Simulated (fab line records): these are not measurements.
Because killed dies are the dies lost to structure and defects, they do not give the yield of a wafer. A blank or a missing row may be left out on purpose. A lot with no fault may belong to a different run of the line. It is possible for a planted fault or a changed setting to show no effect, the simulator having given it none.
Which tool is to blame? || flow sky130 || 33 wafers from 11 lots sampled at 5 of the route's 708 steps

== WHAT THE GAUGES SHOWED, per wafer ==
SKY_VIA3_OVL_MEAS_13. Usual: for VIA3_OVL the level is 3 nm and the standard deviation is 5.4.
{"lot": "L369", "measured": "day 40 00:25", "on": "overlay-02", "VIA3_OVL (nm)": "-14 -9 -8", "flag": ""}
{"lot": "L373", "measured": "day 41 16:03", "on": "overlay-02", "VIA3_OVL (nm)": "3 1 3", "flag": ""}
{"lot": "L375", "measured": "day 42 01:19", "on": "overlay-01", "VIA3_OVL (nm)": "2 6 -5", "flag": ""}
{"lot": "L380", "measured": "day 43 16:40", "on": "overlay-01", "VIA3_OVL (nm)": "-1 1 -3", "flag": ""}
{"lot": "L382", "measured": "day 43 21:26", "on": "overlay-01", "VIA3_OVL (nm)": "3 4 10", "flag": ""}
{"lot": "L383", "measured": "day 44 09:28", "on": "overlay-01", "VIA3_OVL (nm)": "6 1 2", "flag": ""}
{"lot": "L385", "measured": "day 44 13:35", "on": "overlay-01", "VIA3_OVL (nm)": "2 -9 2", "flag": ""}
{"lot": "L387", "measured": "day 45 04:32", "on": "overlay-01", "VIA3_OVL (nm)": "13 16 15", "flag": ""}
{"lot": "L388", "measured": "day 45 06:10", "on": "overlay-02", "VIA3_OVL (nm)": "5 12 8", "flag": ""}
{"lot": "L389", "measured": "day 45 09:20", "on": "overlay-01", "VIA3_OVL (nm)": "-3 -6 -4", "flag": ""}
{"lot": "L390", "measured": "day 45 15:46", "on": "overlay-01", "VIA3_OVL (nm)": "0 3 3", "flag": ""}

SKY_CAP2M_THK_MEAS_01. Usual: for CAP2M_CVD_00_THK the level is 15.50 nm and the standard deviation is 0.25.
{"lot": "L369", "measured": "day 40 02:07", "on": "film-metro-01", "CAP2M_CVD_00_THK (nm)": "15.38 15.76 15.49", "flag": ""}
{"lot": "L373", "measured": "day 41 17:38", "on": "film-metro-04", "CAP2M_CVD_00_THK (nm)": "8.69 9.22 9.21 8.76 9.23 9.13", "flag": "OFF"}
{"lot": "L375", "measured": "day 42 03:01", "on": "film-metro-01", "CAP2M_CVD_00_THK (nm)": "8.75 8.88 8.67 8.76 8.92 8.69", "flag": "OFF"}
{"lot": "L380", "measured": "day 43 18:16", "on": "film-metro-01", "CAP2M_CVD_00_THK (nm)": "15.26 15.37 15.34", "flag": ""}
{"lot": "L382", "measured": "day 43 23:01", "on": "film-metro-01", "CAP2M_CVD_00_THK (nm)": "15.43 15.27 15.31", "flag": ""}
{"lot": "L383", "measured": "day 44 11:04", "on": "film-metro-04", "CAP2M_CVD_00_THK (nm)": "15.47 15.40 15.65", "flag": ""}
{"lot": "L385", "measured": "day 44 15:10", "on": "film-metro-01", "CAP2M_CVD_00_THK (nm)": "15.69 15.52 15.59", "flag": ""}
{"lot": "L387", "measured": "day 45 07:16", "on": "film-metro-01", "CAP2M_CVD_00_THK (nm)": "14.96 15.49 15.57", "flag": ""}
{"lot": "L388", "measured": "day 45 08:10", "on": "film-metro-01", "CAP2M_CVD_00_THK (nm)": "15.46 15.43 15.29", "flag": ""}
{"lot": "L389", "measured": "day 45 10:55", "on": "film-metro-03", "CAP2M_CVD_00_THK (nm)": "15.21 15.10 15.05", "flag": ""}
{"lot": "L390", "measured": "day 45 17:21", "on": "film-metro-03", "CAP2M_CVD_00_THK (nm)": "15.36 15.54 15.82", "flag": ""}

== WHICH TOOL RAN EACH LOT (tool, then ch and the chambers of the sampled wafers, then the start) ==
{"lot": "L369", "SKY_VIA3_ETCH_15": "rie-diel-03 ch 0,1,3, day 40 00:29", "SKY_METAL4_SPUTTER_03": "pvd-sputter-03, day 40 02:01", "SKY_CAP2M_CVD_00": "pecvd-04 ch 1,2, day 40 02:05"}
{"lot": "L373", "SKY_VIA3_ETCH_15": "rie-diel-03 ch 1,3, day 41 16:07", "SKY_METAL4_SPUTTER_03": "pvd-sputter-04, day 41 17:32", "SKY_CAP2M_CVD_00": "pecvd-04 ch 0,1, day 41 17:35"}
{"lot": "L375", "SKY_VIA3_ETCH_15": "rie-diel-02 ch 0,1,3, day 42 01:23", "SKY_METAL4_SPUTTER_03": "pvd-sputter-04, day 42 02:55", "SKY_CAP2M_CVD_00": "pecvd-04 ch 0,1,2, day 42 02:59"}
{"lot": "L380", "SKY_VIA3_ETCH_15": "rie-diel-02 ch 1,2,3, day 43 16:44", "SKY_METAL4_SPUTTER_03": "pvd-sputter-04, day 43 18:11", "SKY_CAP2M_CVD_00": "pecvd-02 ch 0,1, day 43 18:15"}
{"lot": "L382", "SKY_VIA3_ETCH_15": "rie-diel-02 ch 0,1, day 43 21:29", "SKY_METAL4_SPUTTER_03": "pvd-sputter-03, day 43 22:54", "SKY_CAP2M_CVD_00": "pecvd-02 ch 0,1,2, day 43 22:58"}
{"lot": "L383", "SKY_VIA3_ETCH_15": "rie-diel-02 ch 0,2,3, day 44 09:32", "SKY_METAL4_SPUTTER_03": "pvd-sputter-03, day 44 10:58", "SKY_CAP2M_CVD_00": "pecvd-02 ch 0,1, day 44 11:02"}
{"lot": "L385", "SKY_VIA3_ETCH_15": "rie-diel-03 ch 0,3, day 44 13:38", "SKY_METAL4_SPUTTER_03": "pvd-sputter-03, day 44 15:03", "SKY_CAP2M_CVD_00": "pecvd-04 ch 0,1,2, day 44 15:07"}
{"lot": "L387", "SKY_VIA3_ETCH_15": "rie-diel-02 ch 0,1,3, day 45 04:37", "SKY_METAL4_SPUTTER_03": "pvd-sputter-03, day 45 07:10", "SKY_CAP2M_CVD_00": "pecvd-02 ch 0,1,2, day 45 07:14"}
{"lot": "L388", "SKY_VIA3_ETCH_15": "rie-diel-03 ch 2,3, day 45 06:14", "SKY_METAL4_SPUTTER_03": "pvd-sputter-03, day 45 08:04", "SKY_CAP2M_CVD_00": "pecvd-04 ch 0,2, day 45 08:08"}
{"lot": "L389", "SKY_VIA3_ETCH_15": "rie-diel-04 ch 0,2,3, day 45 09:25", "SKY_METAL4_SPUTTER_03": "pvd-sputter-03, day 45 10:49", "SKY_CAP2M_CVD_00": "pecvd-02 ch 0,1,2, day 45 10:53"}
{"lot": "L390", "SKY_VIA3_ETCH_15": "rie-diel-04 ch 0,3, day 45 15:50", "SKY_METAL4_SPUTTER_03": "pvd-sputter-02, day 45 17:14", "SKY_CAP2M_CVD_00": "pecvd-04 ch 0,1, day 45 17:19"}
- SKY_VIA3_ETCH_15: etches SiO2 in C4F8/O2/Ar, stops on TiN, target depth 507 nm, time 78 s.
- SKY_METAL4_SPUTTER_03: material Ti, target thk 5 nm, time 3.3 s.
- SKY_CAP2M_CVD_00: deposits SiO2, target thk 15.5 nm.

== AS READ BY THE TOOLS THEMSELVES (means over the sampled wafers that have a number; for cases with no such wafer, the mark the record gives instead) ==
SKY_VIA3_ETCH_15. Usual: oes-product-au reads 0.945 a.u. (standard deviation 0.0051).
{"lot": "L369", "tool": "rie-diel-03", "oes-product-au (a.u.)": 0.941, "flag": ""}
{"lot": "L373", "tool": "rie-diel-03", "oes-product-au (a.u.)": 0.943, "flag": ""}
{"lot": "L375", "tool": "rie-diel-02", "oes-product-au (a.u.)": 0.940, "flag": ""}
{"lot": "L380", "tool": "rie-diel-02", "oes-product-au (a.u.)": 0.940, "flag": ""}
{"lot": "L382", "tool": "rie-diel-02", "oes-product-au (a.u.)": 0.946, "flag": ""}
{"lot": "L383", "tool": "rie-diel-02", "oes-product-au (a.u.)": 0.946, "flag": ""}
{"lot": "L385", "tool": "rie-diel-03", "oes-product-au (a.u.)": 0.947, "flag": ""}
{"lot": "L387", "tool": "rie-diel-02", "oes-product-au (a.u.)": 0.948, "flag": ""}
{"lot": "L388", "tool": "rie-diel-03", "oes-product-au (a.u.)": 0.944, "flag": ""}
{"lot": "L389", "tool": "rie-diel-04", "oes-product-au (a.u.)": 0.945, "flag": ""}
{"lot": "L390", "tool": "rie-diel-04", "oes-product-au (a.u.)": 0.949, "flag": ""}

SKY_METAL4_SPUTTER_03. Usual: chamber-pressure-pa 0.3998 Pa, standard deviation 0.00072; throttle-valve-pct 30.3 %, standard deviation 1.1.
{"lot": "L369", "tool": "pvd-sputter-03", "chamber-pressure-pa (Pa)": 0.3988, "throttle-valve-pct (%)": 31.2, "flag": ""}
{"lot": "L373", "tool": "pvd-sputter-04", "chamber-pressure-pa (Pa)": 0.4009, "throttle-valve-pct (%)": 30.6, "flag": ""}
{"lot": "L375", "tool": "pvd-sputter-04", "chamber-pressure-pa (Pa)": 0.4001, "throttle-valve-pct (%)": 30.2, "flag": ""}
{"lot": "L380", "tool": "pvd-sputter-04", "chamber-pressure-pa (Pa)": 0.3995, "throttle-valve-pct (%)": 29.8, "flag": ""}
{"lot": "L382", "tool": "pvd-sputter-03", "chamber-pressure-pa (Pa)": 0.4003, "throttle-valve-pct (%)": 30.2, "flag": ""}
{"lot": "L383", "tool": "pvd-sputter-03", "chamber-pressure-pa (Pa)": 0.3994, "throttle-valve-pct (%)": 30.8, "flag": ""}
{"lot": "L385", "tool": "pvd-sputter-03", "chamber-pressure-pa (Pa)": 0.3996, "throttle-valve-pct (%)": 31.3, "flag": ""}
{"lot": "L387", "tool": "pvd-sputter-03", "chamber-pressure-pa (Pa)": 0.3996, "throttle-valve-pct (%)": 30.9, "flag": ""}
{"lot": "L388", "tool": "pvd-sputter-03", "chamber-pressure-pa (Pa)": 0.3996, "throttle-valve-pct (%)": 31.1, "flag": ""}
{"lot": "L389", "tool": "pvd-sputter-03", "chamber-pressure-pa (Pa)": 0.3998, "throttle-valve-pct (%)": 31.1, "flag": ""}
{"lot": "L390", "tool": "pvd-sputter-02", "chamber-pressure-pa (Pa)": 0.3997, "throttle-valve-pct (%)": 30.1, "flag": ""}

SKY_CAP2M_CVD_00. Usual: heater-power-w reads 731 W (standard deviation 73).
{"lot": "L369", "tool": "pecvd-04", "heater-power-w (W)": 697, "flag": ""}
{"lot": "L373", "tool": "pecvd-04", "heater-power-w (W)": 845, "flag": ""}
{"lot": "L375", "tool": "pecvd-04", "heater-power-w (W)": 773, "flag": ""}
{"lot": "L380", "tool": "pecvd-02", "heater-power-w (W)": 760, "flag": ""}
{"lot": "L382", "tool": "pecvd-02", "heater-power-w (W)": 776, "flag": ""}
{"lot": "L383", "tool": "pecvd-02", "heater-power-w (W)": 754, "flag": ""}
{"lot": "L385", "tool": "pecvd-04", "heater-power-w (W)": 770, "flag": ""}
{"lot": "L387", "tool": "pecvd-02", "heater-power-w (W)": 742, "flag": ""}
{"lot": "L388", "tool": "pecvd-04", "heater-power-w (W)": 725, "flag": ""}
{"lot": "L389", "tool": "pecvd-02", "heater-power-w (W)": 746, "flag": ""}
{"lot": "L390", "tool": "pecvd-04", "heater-power-w (W)": 756, "flag": ""}

== THE ANSWER, worked out from the rows above alone ==
Rule: a lot is off if the mean of its wafers that have a number lies more than 3 standard deviations from the usual mean. Also off: a lot with no number at a reading for which 4 or more lots have one. Where the step has rows for the other lots, those lots are counted as sound. Order of review: gauges by route order, followed by the tools' own readings, for which a lot's mean as printed above is used. The first step at which some lot is off is used, and at that step the reading that is off furthest; a lot without a number counts as furthest.
Off: L373, L375, seen at SKY_CAP2M_THK_MEAS_01 (CAP2M_CVD_00_THK).
A tool fits if, at a process step before that reading, it ran every lot that is off, and no sound lot after the first of them. Those tools and the gauges at SKY_CAP2M_THK_MEAS_01 are tried in the same way. Not one of the candidates tried fits.

== WHAT THE SIMULATOR PUT IN ==
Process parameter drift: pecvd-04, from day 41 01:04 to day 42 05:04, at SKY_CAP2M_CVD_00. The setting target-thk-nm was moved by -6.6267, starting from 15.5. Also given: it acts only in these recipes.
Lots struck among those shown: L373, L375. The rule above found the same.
